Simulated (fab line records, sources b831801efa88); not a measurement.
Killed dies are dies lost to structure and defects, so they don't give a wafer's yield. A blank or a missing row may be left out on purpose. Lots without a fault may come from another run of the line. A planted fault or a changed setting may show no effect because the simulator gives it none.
Chamber matching | flow sfq_line | SFQ_TRILAYER_I0_CMP_CMP_028 on cmp-01: 4 sister chambers
The step polishes SiO2. 8 wafers are shown with their chamber, then 9 later ones without.

WAFERS WITH THEIR CHAMBER
wafer  | chamber | head_pressure_psi (psi) | motor_current_A (A)
L553.1 | 1       | 2.996                   | 10.8
L555.1 | 2       | 3.000                   | 9.6
L556.1 | 2       | 2.997                   | 10.0
L560.1 | 3       | 3.003                   | 10.9
L560.5 | 1       | 2.996                   | 11.0
L570.3 | 0       | 2.997                   | 11.0
L570.2 | 3       | 3.008                   | 10.8
L570.5 | 0       | 2.992                   | 10.8

WAFERS WITHOUT THEIR CHAMBER
wafer  | head_pressure_psi (psi) | motor_current_A (A)
L571.3 | 3.002                   | 10.9
L571.4 | 3.009                   | 10.8
L571.5 | 3.005                   | 10.8
L572.1 | 2.999                   | 10.4
L572.2 | 3.007                   | 11.4
L572.6 | 3.003                   | 10.8
L573.4 | 2.999                   | 10.9
L573.5 | 3.002                   | 10.5
L573.6 | 3.002                   | 10.4

WHICH CHAMBER EACH WENT THROUGH
wafer  | from the rows above               | in truth
L571.3 | can't be placed: 3 or 1 or 0      | 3
L571.4 | 3                                 | 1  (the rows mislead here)
L571.5 | 3                                 | 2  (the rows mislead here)
L572.1 | can't be placed: 1 or 0 or 2 or 3 | 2
L572.2 | can't be placed: 3 or 1           | 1
L572.6 | can't be placed: 3 or 1           | 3
L573.4 | can't be placed: 1 or 0 or 3      | 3
L573.5 | can't be placed: 3 or 1 or 0 or 2 | 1
L573.6 | can't be placed: 3 or 1 or 2 or 0 | 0
Placed correctly: 0 of 9. Can't be placed from these rows: 7 (the true chamber is among the candidates in 7). Placed wrongly: 2.
How it was worked out, from the rows above alone: a wafer's distance from a chamber is the root of the sum, over the readings, of the square of ((its reading less the chamber's mean) divided by the reading's scatter). The wafer belongs to the nearest chamber; if the next one is less than 2 further off, it can't be placed. A chamber's mean is the mean of its shown wafers. The scatter: the root of (the sum of the squares of (reading less its chamber's mean) over the shown wafers, divided by (wafers less chambers)).
